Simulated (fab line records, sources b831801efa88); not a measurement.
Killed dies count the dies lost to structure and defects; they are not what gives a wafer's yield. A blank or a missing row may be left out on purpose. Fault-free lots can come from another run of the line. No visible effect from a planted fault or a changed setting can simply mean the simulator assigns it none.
Matching of chambers / flow gf180mcu / GF_V4_CMP_26 on cmp-02 has 4 sister chambers
The step polishes, stops on SiO2, t overpolish 15 s, target thk 0 nm. 8 wafers are shown with their chamber, then 11 later ones without.

== WAFERS PAIRED WITH THEIR CHAMBERS ==
wafer=L082.3; chamber=3; motor-current-A (A)=11.1; overpolish-run-s (s)=15.028
wafer=L085.4; chamber=0; motor-current-A (A)=10.9; overpolish-run-s (s)=15.003
wafer=L086.5; chamber=2; motor-current-A (A)=11.0; overpolish-run-s (s)=15.005
wafer=L086.6; chamber=3; motor-current-A (A)=12.4; overpolish-run-s (s)=15.002
wafer=L088.2; chamber=2; motor-current-A (A)=11.6; overpolish-run-s (s)=15.003
wafer=L088.3; chamber=1; motor-current-A (A)=10.0; overpolish-run-s (s)=15.003
wafer=L088.6; chamber=1; motor-current-A (A)=10.3; overpolish-run-s (s)=15.010
wafer=L089.2; chamber=0; motor-current-A (A)=10.9; overpolish-run-s (s)=14.995

== WAFERS WITHOUT THEIR CHAMBER ==
wafer=L089.4; motor-current-A (A)=10.0; overpolish-run-s (s)=14.994
wafer=L089.6; motor-current-A (A)=10.3; overpolish-run-s (s)=14.991
wafer=L091.3; motor-current-A (A)=11.5; overpolish-run-s (s)=15.012
wafer=L091.4; motor-current-A (A)=10.8; overpolish-run-s (s)=15.008
wafer=L091.5; motor-current-A (A)=11.6; overpolish-run-s (s)=15.000
wafer=L092.1; motor-current-A (A)=9.7; overpolish-run-s (s)=14.995
wafer=L092.3; motor-current-A (A)=11.0; overpolish-run-s (s)=14.994
wafer=L092.6; motor-current-A (A)=10.2; overpolish-run-s (s)=15.007
wafer=L094.1; motor-current-A (A)=11.7; overpolish-run-s (s)=14.998
wafer=L094.2; motor-current-A (A)=10.2; overpolish-run-s (s)=14.992
wafer=L094.3; motor-current-A (A)=10.3; overpolish-run-s (s)=14.995

== WHICH CHAMBER EACH WENT THROUGH ==
wafer=L089.4; from the rows above=can't be placed: 1 or 0 or 2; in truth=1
wafer=L089.6; from the rows above=can't be placed: 0 or 1 or 2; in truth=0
wafer=L091.3; from the rows above=can't be placed: 3 or 2 or 0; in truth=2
wafer=L091.4; from the rows above=can't be placed: 0 or 2 or 1 or 3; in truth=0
wafer=L091.5; from the rows above=can't be placed: 2 or 0 or 3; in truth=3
wafer=L092.1; from the rows above=can't be placed: 1 or 0 or 2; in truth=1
wafer=L092.3; from the rows above=can't be placed: 0 or 2 or 1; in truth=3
wafer=L092.6; from the rows above=can't be placed: 1 or 0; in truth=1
wafer=L094.1; from the rows above=can't be placed: 2 or 0 or 3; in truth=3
wafer=L094.2; from the rows above=can't be placed: 1 or 0 or 2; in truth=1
wafer=L094.3; from the rows above=can't be placed: 1 or 0 or 2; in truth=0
Placed correctly: 0 of 11. Cannot be placed on the basis of these rows: 11; the candidates contain the true chamber in 10. Number placed wrongly: 0.
How it was worked out, from the rows above alone: a wafer's distance from a chamber is the root of the sum, over the readings, of the square of ((its reading less the chamber's mean) divided by the reading's scatter). The wafer belongs to the nearest chamber; if the next one is less than 2 further off, it can't be placed. Each chamber's mean is taken over the wafers shown for it. The scatter is the square root of a quotient: the sum, over the shown wafers, of each reading's squared deviation from its chamber's mean, divided by wafers minus chambers.
